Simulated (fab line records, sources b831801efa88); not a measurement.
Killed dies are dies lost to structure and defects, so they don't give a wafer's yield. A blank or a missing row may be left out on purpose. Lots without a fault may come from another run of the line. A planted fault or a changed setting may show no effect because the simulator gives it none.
fab line records | flow sky130
record lots=9 wafers=27 last_day=50
route steps=708 shown SPACER@306 LI_CONTACT@378 LOCAL_INTERCONNECT@400 CONTACT@420 PAD_OPEN@708
lots that met no fault: from a run of the same line without faults
start_h: hours from the record's first day to the start of the lot's first wafer shown | wait_h: hours since the lot's step before | " the same as in the row above | L1.1+2: a row that stands for several wafers | - no value, or no start given | * or withheld: withheld | < > ~ a bound
route shown NAME@n: a module of which the file shows steps, and the number in the route of the first | usual: mean/standard deviation of fault-free wafers | same: alike in all rows | chamber/n: place in a boat | sites: the reading at each site | _std_site: their standard deviation | _edge_site: outer sites' mean less inner sites' | radius_mm: how far each site lies from the wafer's centre | mask NAME#n: copy n | behind: the tool/chamber that last shaped the wafer | hold: why the lot was held/for how many hours/how that ended | device: the transistor (n, p or np) that didn't switch | end of line: the same wafers' tests at the end of the route | a step without rows: its recipe alone | killed: dies lost to structure and defects at the first sort, not the wafer's yield | map: a wafer's dies, x killed, . not, _ none there
set.NAME: the setting as run; set.NAME@STEP: as run at that earlier step | model.NAME: the simulator's own value behind a step, which no gauge read
steps of the route over a sample of lots; a table a step, a row a wafer
services: from which hour (start_h, from the record's first day; less than 0 if before it) a tool's chamber was out of use, for how many hours, and why
## steps
# step SKY_SPACER_ETCHBACK_02
# recipe chemistry=CH3F/O2 target=Si3N4 stop_on=SiO2 source_w=400 bias_w=80 pressure_mtorr=25 ch3f_flow_sccm=40 O2_flow_sccm=30 time_s=46.7 target_depth_a=450
# usual bias_w=79.99/0.26 drypump_motor_current_A=5.7/0.32 oes_product_au=0.854/0.006 throttle_valve_pct=10.562/0.009
# columns lot.wafer tool chamber start_h wait_h bias_w drypump_motor_current_A oes_product_au rf_hours_counter_h throttle_valve_pct
L561.2 rie_diel-04 1 562.25 0.0 80.07 5.9 0.858 13 10.559
L561.3 " 2 " " 80.23 5.5 0.861 4 10.572
L561.4 " 0 " " 80.20 5.4 0.847 7 10.552
L564.1 rie_diel-04 0 577.65 0.1 80.01 5.4 0.844 8 10.556
L564.2 " 1 " " 79.78 5.9 0.853 14 10.563
L564.3 " 3 " " 79.71 5.4 0.848 1 10.549
L571.2 rie_diel-04 2 642.32 0.0 80.01 5.5 0.857 5 10.559
L571.3 " 0 " " 79.93 5.4 0.853 9 10.560
L571.4 " 1 " " 79.77 5.9 0.855 15 10.556
L573.4 rie_diel-04 3 663.94 0.0 79.76 5.5 0.846 3 10.565
L573.5 " 1 " " 80.03 5.9 0.838 - 10.563
L573.6 " 2 " " 79.99 5.5 0.858 - 10.560
L574.1 rie_diel-03 2 668.52 0.1 80.06 5.6 0.852 12 10.571
L574.4 " 0 " " 79.82 6.1 0.855 0 10.546
L574.5 " 1 " " 80.21 6.4 0.853 - 10.587
L576.1 rie_diel-02 0 680.01 0.1 80.08 5.9 0.853 45 10.541
L576.5 " 1 " " 79.45 5.4 0.856 - 10.568
L576.6 " 0 " " 79.82 5.9 0.857 - 10.562
L580.1 rie_diel-04 0 708.38 0.1 79.84 5.5 0.856 11 10.555
L580.5 " 3 " " 79.55 5.5 0.858 - 10.555
L580.6 " 0 " " 79.60 5.5 0.855 - 10.556
L581.2 rie_diel-03 2 709.59 0.0 80.18 5.6 0.862 12 10.575
L581.4 " 0 " " 79.46 6.1 0.863 1 10.558
L581.5 " 3 " " 80.03 5.4 0.851 - 10.567
L582.1 rie_diel-04 2 727.84 0.1 80.18 5.4 0.855 7 10.582
L582.2 " 1 " " 80.46 5.8 0.850 17 10.562
L582.4 " 3 " " 80.41 5.5 0.856 5 10.568
# step SKY_LI_CONTACT_STRIP_16
# recipe chemistry=O2/N2 power_w=1400 pressure_mtorr=1500 platen_temp_c=withheld o2_flow_sccm=3000 n2_flow_sccm=300 overash_fraction=0.5
# usual drypump_motor_current_A=6.2/0.45 oes_product_au=0.376/0.0047 strip_time_to_endpoint_s=3.49/0.035
# columns lot.wafer tool chamber start_h wait_h drypump_motor_current_A oes_product_au rf_hours_counter_h strip_time_to_endpoint_s
L561.2 plasma_asher-04 1 710.46 - 6.3 0.385 102 3.50
L561.3 " 1 " " 6.3 0.372 - 3.40
L561.4 " 0 " " 6.5 0.372 - 3.44
L564.1 plasma_asher-04 1 724.47 - 6.3 0.371 103 3.44
L564.2 " 0 " " 6.5 0.378 103 3.52
L564.3 " 1 " " 6.3 0.375 - 3.52
L571.2 plasma_asher-03 1 785.61 - 6.8 0.371 97 3.48
L571.3 " 1 " " 6.8 0.380 - 3.57
L571.4 " 0 " " 5.9 0.375 - 3.53
L573.4 plasma_asher-04 1 805.74 - 6.3 0.375 - 3.54
L573.5 " 1 " " 6.3 0.387 - 3.55
L573.6 " 0 " " 6.5 0.376 - 3.45
L574.1 plasma_asher-04 0 812.62 - 6.5 0.378 6 3.48
L574.4 " 1 " " 6.3 0.369 - 3.46
L574.5 " 0 " " 6.5 0.378 - 3.49
L576.1 plasma_asher-02 0 822.67 - 5.5 0.368 37 3.42
L576.5 " 0 " " 5.5 0.376 - 3.48
L576.6 " 1 " " 6.0 0.379 - 3.48
L580.1 plasma_asher-03 0 847.12 - 5.9 0.375 104 3.44
L580.5 " 1 " " 6.8 0.373 - 3.48
L580.6 " 0 " " 5.9 0.367 - 3.46
L581.2 plasma_asher-04 1 850.96 - 6.3 0.372 9 3.45
L581.4 " 0 " " 6.5 0.376 - 3.48
L581.5 " 0 " " 6.5 0.377 - 3.46
L582.1 plasma_asher-02 0 867.14 - 5.5 0.374 42 3.47
L582.2 " 1 " " 5.9 0.384 42 3.49
L582.4 " 1 " " 5.9 0.377 - 3.51
# step SKY_LOCAL_INTERCONNECT_ETCH_13
# recipe chemistry=N2/H2 target=BARC ion_energy_ev=200 bias_w=100 pressure_mtorr=30 n2_flow_sccm=100 h2_flow_sccm=200 icp_w=500 stop_on=SiO2 time_s=45.9 target_depth_a=600
# usual bias_w=100.0/0.31 drypump_motor_current_A=5.5/0.51 oes_product_au=0.855/0.0046 throttle_valve_pct=13.224/0.0091
# columns lot.wafer tool chamber start_h wait_h bias_w drypump_motor_current_A oes_product_au rf_hours_counter_h throttle_valve_pct
L561.2 rie_metal-04 1 740.19 0.0 100.3 5.8 0.852 13 13.238
L561.3 " 1 " " 100.0 5.8 0.844 - 13.225
L561.4 " 0 " " 99.5 5.2 0.853 - 13.231
L564.1 rie_metal-04 0 754.11 0.0 100.6 5.2 0.849 13 13.223
L564.2 " 1 " " 99.5 5.8 0.796 13 13.227
L564.3 " 0 " " 99.8 5.2 0.855 - 13.231
L571.2 rie_metal-02 1 813.23 0.0 100.3 6.1 0.858 14 13.212
L571.3 " 0 " " 100.5 4.9 0.860 - 13.227
L571.4 " 1 " " 99.6 6.1 0.857 - 13.223
L573.4 rie_metal-04 0 834.36 0.0 99.8 5.2 0.854 - 13.223
L573.5 " 0 " " 100.4 5.2 0.847 - 13.243
L573.6 " 1 " " 99.8 5.8 0.854 - 13.242
L574.1 rie_metal-04 0 840.58 0.0 99.7 5.2 0.855 0 13.223
L574.4 " 0 " " 100.0 5.2 0.861 - 13.219
L574.5 " 0 " " 100.4 5.2 0.854 - 13.228
L576.1 rie_metal-04 0 850.64 0.0 100.3 5.2 0.847 1 13.229
L576.5 " 0 " " 99.8 5.2 0.853 - 13.207
L576.6 " 0 " " 99.7 5.2 0.857 - 13.224
L580.1 rie_metal-02 1 875.23 0.0 100.1 6.1 0.855 16 13.226
L580.5 " 0 " " 100.1 4.9 0.858 - 13.220
L580.6 " 1 " " 99.3 6.1 0.857 - 13.223
L581.2 rie_metal-04 1 878.46 0.0 100.0 5.8 0.860 0 13.235
L581.4 " 1 " " 100.8 5.8 0.850 - 13.218
L581.5 " 1 " " 100.4 5.8 0.860 - 13.218
L582.1 rie_metal-04 0 894.81 0.0 100.1 5.2 0.858 3 13.224
L582.2 " 1 " " 99.8 5.8 0.849 1 13.209
L582.4 " 1 " " 99.7 5.8 0.850 - 13.215
# step SKY_LOCAL_INTERCONNECT_METAL_ETCH_14
# recipe target_depth_nm=110 stop_on=PSG chemistry=Cl2/BCl3 target=TiN resist_sidewall_deg=88 pressure_mtorr=10 icp_w=900 bias_w=48.5 Cl2_flow_sccm=60 bcl3_flow_sccm=30 time_s=31.4
# usual bias_w=48.50/0.17 drypump_motor_current_A=5.5/0.51 oes_product_au=0.937/0.007 throttle_valve_pct=21.902/0.0094
# columns lot.wafer tool chamber start_h wait_h bias_w drypump_motor_current_A oes_product_au rf_hours_counter_h throttle_valve_pct
L561.2 rie_metal-04 1 740.25 0.0 48.47 5.8 0.936 13 21.904
L561.3 " 1 " " 48.63 5.8 0.939 - 21.902
L561.4 " 0 " " 48.61 5.2 0.945 - 21.903
L564.1 rie_metal-04 0 754.18 0.0 48.38 5.2 0.931 13 21.899
L564.2 " 1 " " 48.56 5.8 0.375 13 22.271
L564.3 " 0 " " 48.33 5.2 0.926 - 21.899
L571.2 rie_metal-02 1 813.29 0.0 48.42 6.1 0.930 14 21.913
L571.3 " 0 " " 48.58 4.9 0.935 - 21.902
L571.4 " 1 " " 48.30 6.1 0.930 - 21.922
L573.4 rie_metal-04 0 834.42 0.0 48.67 5.2 0.945 - 21.903
L573.5 " 0 " " 48.26 5.2 0.933 - 21.899
L573.6 " 1 " " 48.43 5.8 0.936 - 21.907
L574.1 rie_metal-04 0 840.71 0.1 48.24 5.2 0.943 0 21.898
L574.4 " 0 " " 48.41 5.2 0.944 - 21.882
L574.5 " 0 " " 48.28 5.2 0.946 - 21.903
L576.1 rie_metal-04 0 850.81 0.1 48.53 5.2 0.938 1 21.907
L576.5 " 0 " " 48.81 5.2 0.941 - 21.901
L576.6 " 0 " " 48.91 5.2 0.933 - 21.894
L580.1 rie_metal-02 1 875.29 0.0 48.74 6.1 0.923 16 21.902
L580.5 " 0 " " 48.51 4.9 0.934 - 21.919
L580.6 " 1 " " 48.87 6.1 0.939 - 21.894
L581.2 rie_metal-04 1 878.53 0.0 48.53 5.8 0.934 0 21.912
L581.4 " 1 " " 48.42 5.8 0.933 - 21.915
L581.5 " 1 " " 48.71 5.8 0.936 - 21.917
L582.1 rie_metal-04 0 894.88 0.0 48.33 5.2 0.939 3 21.896
L582.2 " 1 " " 48.45 5.8 0.935 1 21.906
L582.4 " 1 " " 48.55 5.8 0.929 - 21.917
# step SKY_CONTACT_CD_MEAS_14
# recipe target_cd_nm=170
# usual cd_nm=169.7/1.6
# columns lot.wafer tool chamber start_h wait_h cd_nm
L561.2 cd_sem-02 - 769.15 - 168.9
L561.3 " - " " 168.7
L561.4 " - " " 166.6
L564.1 cd_sem-01 - 783.86 - 169.7
L564.2 " - " " -
L564.3 " - " " 171.8
L571.2 cd_sem-02 - 841.38 - 169.2
L571.3 " - " " 168.0
L571.4 " - " " 167.7
L573.4 cd_sem-01 - 862.64 - 170.6
L573.5 " - " " 171.2
L573.6 " - " " 171.9
L574.1 cd_sem-01 - 868.23 - 170.3
L574.4 " - " " 171.4
L574.5 " - " " 169.8
L576.1 cd_sem-02 - 878.28 - 170.7
L576.5 " - " " 170.3
L576.6 " - " " 168.0
L580.1 cd_sem-02 - 903.08 - 168.9
L580.5 " - " " 168.4
L580.6 " - " " 168.7
L581.2 cd_sem-02 - 906.45 - 165.8
L581.4 " - " " 166.8
L581.5 " - " " 168.4
L582.1 cd_sem-01 - 921.43 - 168.6
L582.2 " - " " 168.9
L582.4 " - " " 168.8
# step SKY_CONTACT_OVL_MEAS_15
# usual CONTACT_OVL=-1/5.4
# columns lot.wafer tool chamber start_h wait_h CONTACT_OVL[nm]
L561.2 overlay-01 - 769.26 0.1 -5
L561.3 " - " " 2
L561.4 " - " " -8
L564.1 overlay-02 - 783.98 0.1 0
L564.2 " - " " -
L564.3 " - " " 2
L571.2 overlay-02 - 841.48 0.1 -7
L571.3 " - " " -20
L571.4 " - " " -8
L573.4 overlay-01 - 862.72 0.1 10
L573.5 " - " " 7
L573.6 " - " " 6
L574.1 overlay-02 - 868.35 0.1 -6
L574.4 " - " " -1
L574.5 " - " " -8
L576.1 overlay-02 - 878.40 0.1 2
L576.5 " - " " 5
L576.6 " - " " 6
L580.1 overlay-02 - 903.20 0.1 0
L580.5 " - " " 2
L580.6 " - " " 4
L581.2 overlay-01 - 906.56 0.1 -5
L581.4 " - " " -3
L581.5 " - " " -1
L582.1 overlay-02 - 921.55 0.1 3
L582.2 " - " " 3
L582.4 " - " " 4
# step SKY_CONTACT_STRIP_19
# recipe chemistry=O2/N2 power_w=1400 pressure_mtorr=1500 platen_temp_c=withheld o2_flow_sccm=3000 n2_flow_sccm=300 overash_fraction=0.5
# usual drypump_motor_current_A=5.9/0.49 oes_product_au=0.380/0.0045 strip_time_to_endpoint_s=3.61/0.033
# columns lot.wafer tool chamber start_h wait_h drypump_motor_current_A oes_product_au rf_hours_counter_h strip_time_to_endpoint_s
L561.2 plasma_asher-03 0 769.42 - 5.9 0.378 95 3.62
L561.3 " 0 " " 5.9 0.383 - 3.69
L561.4 " 1 " " 6.8 0.389 - 3.61
L564.1 plasma_asher-03 0 784.14 - 5.9 0.373 96 3.65
L564.2 " 1 " " 6.8 0.377 96 3.54
L564.3 " 0 " " 5.9 0.380 - 3.60
L571.2 plasma_asher-02 1 841.64 - 5.9 0.385 39 3.64
L571.3 " 1 " " 5.9 0.383 - 3.61
L571.4 " 0 " " 5.5 0.376 - 3.60
L573.4 plasma_asher-02 0 862.91 - 5.4 0.377 - 3.61
L573.5 " 0 " " 5.5 0.390 - 3.59
L573.6 " 1 " " 5.9 0.378 - 3.65
L574.1 plasma_asher-03 1 868.52 - 6.8 0.381 106 3.60
L574.4 " 1 " " 6.8 0.385 - 3.62
L574.5 " 1 " " 6.8 0.381 - 3.64
L576.1 plasma_asher-03 1 878.57 - 6.8 0.377 107 3.57
L576.5 " 1 " " 6.8 0.375 - 3.63
L576.6 " 0 " " 5.9 0.380 - 3.61
L580.1 plasma_asher-02 1 903.37 - 5.9 0.382 45 3.67
L580.5 " 1 " " 5.9 0.387 - 3.62
L580.6 " 0 " " 5.5 0.380 - 3.65
L581.2 plasma_asher-02 0 906.72 - 5.4 0.391 46 3.65
L581.4 " 1 " " 5.9 0.384 - 3.59
L581.5 " 1 " " 5.9 0.371 - 3.57
L582.1 plasma_asher-03 1 921.72 - 6.8 0.385 112 3.65
L582.2 " 0 " " 5.9 0.378 112 3.64
L582.4 " 0 " " 5.9 0.380 - 3.60
# step SKY_PAD_OPEN_PROBE_99
# usual killed_at_M0_to_M3=43/6.4 killed_at_M4_up=3.2/1.8 killed_at_contacts=25/5.5 killed_at_front_end=16/5.2 killed_at_other=0.3/0.49 killed_dies=88/10 killed_on_rim=17/3.9 killed_open=48/7 killed_short=40/7.1
# same gross_dies=492 killed_at_back_side=0
# columns lot.wafer tool chamber start_h wait_h killed_at_M0_to_M3 killed_at_M4_up killed_at_contacts killed_at_front_end killed_at_other killed_dies killed_on_rim killed_open killed_short
L564.1 prober-01 - 1112.39 0.1 46 3 25 15 0 89 8 49 40
L564.2 prober-01 - 1112.44 0.1 248 70 85 9 80 492 96 45 35
L564.3 prober-01 - 1112.49 0.2 33 8 26 16 1 84 15 41 43
# killed by level:class
L564.1 VIA1:geometric_particle:open=14 VIA2:geometric_particle:open=8 CONTACT:geometric_particle:open=7 VIA1:geometric_particle:short=7 LI_CONTACT:geometric_particle:short=6 VIA3:geometric_particle:open=6 METAL1:geometric_particle:short=5 LI_CONTACT:geometric_particle:open=5
L564.2 VIA3:area_expose=40 CAP2M:area_expose=40 CAPM:area_expose=40 METAL1:area_expose=39 VIA1:area_expose=36 VIA4:area_expose=35 CONTACT:area_expose=34 VIA2:area_expose=32
L564.3 VIA3:geometric_particle:open=10 CONTACT:geometric_particle:open=8 LI_CONTACT:geometric_particle:open=7 METAL4:geometric_particle:short=7 FIELD_ISO:geometric_particle:short=6 LOCAL_INTERCONNECT:geometric_particle:short=5 VIA1:geometric_particle:open=4 FIELD_ISO:geometric_particle:open=3
## services
# columns tool chamber start_h hours kind
rie_metal-04 0 548.77 2.6 repair
rie_diel-03 - 567.00 14.6 pm
plasma_asher-03 - 569.74 1.7 repair
rie_diel-04 1 611.18 14.6 repair
plasma_asher-04 - 624.04 1.3 repair
rie_metal-02 - 624.90 2.8 pm
plasma_asher-03 - 632.61 3.4 repair
plasma_asher-04 - 650.11 0.3 repair
plasma_asher-04 - 679.44 2.8 pm
plasma_asher-02 - 719.50 9.1 repair
plasma_asher-04 - 733.75 9.0 pm
rie_diel-04 1 734.66 13.8 repair
plasma_asher-04 - 737.23 1.8 repair
rie_metal-02 0 745.07 5.9 repair
plasma_asher-02 - 757.06 1.5 repair
plasma_asher-04 - 758.57 3.1 repair
rie_metal-04 0 758.62 4.0 repair
plasma_asher-03 - 770.12 1.5 repair
plasma_asher-02 - 794.34 0.8 repair
plasma_asher-02 - 796.38 4.3 pm
plasma_asher-04 - 830.00 13.5 repair
rie_metal-04 - 830.99 1.4 pm
rie_metal-02 0 883.91 3.9 repair
plasma_asher-04 - 895.50 4.2 repair
## key
first_sign step=SKY_LOCAL_INTERCONNECT_ETCH_13 reading=oes_product_au direction=down sigmas=13 usual=0.855 struck=0.796
effect step=SKY_LOCAL_INTERCONNECT_METAL_ETCH_14 reading=oes_product_au direction=down sigmas=80 usual=0.937 struck=0.375
effect step=SKY_CONTACT_CD_MEAS_14 reading=cd_nm direction=missing
effect step=SKY_CONTACT_OVL_MEAS_15 reading=CONTACT_OVL direction=missing
effect step=SKY_PAD_OPEN_PROBE_99 reading=killed_at_other direction=up sigmas=80 usual=0.3 struck=80
met_at SKY_LOCAL_INTERCONNECT_ETCH_13
struck_lots L564
struck_wafers L564.2
tester_left_out L564
not_acting_at SKY_SPACER_ETCHBACK_02,SKY_LI_CONTACT_STRIP_16,SKY_CONTACT_STRIP_19
onset_between 740.19 754.11
fault kind=process_parameter_drift tool=rie_metal-04 chamber=- onset_h=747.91 steps=SKY_LOCAL_INTERCONNECT_ETCH_13 channel=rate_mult offset=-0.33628 shape=step end_h=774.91 scope=struck_wafers_only
# tester_left_out: of these lots the tester's yield and bins aren't shown, on N5 and GAA mostly nor the transistor test; their killed dies are dies lost to structure and defects alone, not to doping, threshold or leakage, so they don't give the yield
